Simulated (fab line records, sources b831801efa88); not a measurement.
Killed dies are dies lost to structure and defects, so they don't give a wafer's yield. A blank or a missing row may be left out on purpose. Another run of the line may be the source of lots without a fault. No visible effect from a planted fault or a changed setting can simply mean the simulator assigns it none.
Chamber matching    flow gf180mcu    4 sister chambers for GF_STI_ETCH_14 on rie-si-01
The step etches Si in HBr/Cl2/O2, target depth 360 nm, time 102.9 s. 4 wafers are shown with their chamber, then 7 later ones without.

WAFERS WITH THEIR CHAMBER
wafer   chamber  drypump-motor-current-A (A)
L629.4  1        5.0
L630.5  0        5.0
L632.1  3        6.2
L632.2  2        6.2

WAFERS WITH NO CHAMBER GIVEN
wafer   drypump-motor-current-A (A)
L632.3  5.1
L646.2  5.0
L646.3  5.0
L646.5  6.2
L647.2  5.0
L647.3  6.2
L647.5  5.1

WHICH CHAMBER EACH ONE RAN IN
wafer   from the rows above      in truth
L632.3  can't be placed: 0 or 1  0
L646.2  can't be placed: 0 or 1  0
L646.3  can't be placed: 0 or 1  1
L646.5  can't be placed: 2 or 3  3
L647.2  can't be placed: 0 or 1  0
L647.3  can't be placed: 2 or 3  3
L647.5  can't be placed: 0 or 1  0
Correct placement for 0 of the 7. Can't be placed from these rows: 7 (the true chamber is among the candidates in 7). Number placed wrongly: 0.
How it was worked out, from the rows above alone: a wafer's distance from a chamber is the root of the sum, over the readings, of the square of ((its reading less the chamber's mean) divided by the reading's scatter). The wafer belongs to the nearest chamber; if the next one is less than 2 further off, it can't be placed. Each chamber's mean is taken over the wafers shown for it. The scatter: with one shown wafer a chamber, the root of the mean of the squares of how far each hidden wafer lies from its nearest shown one.
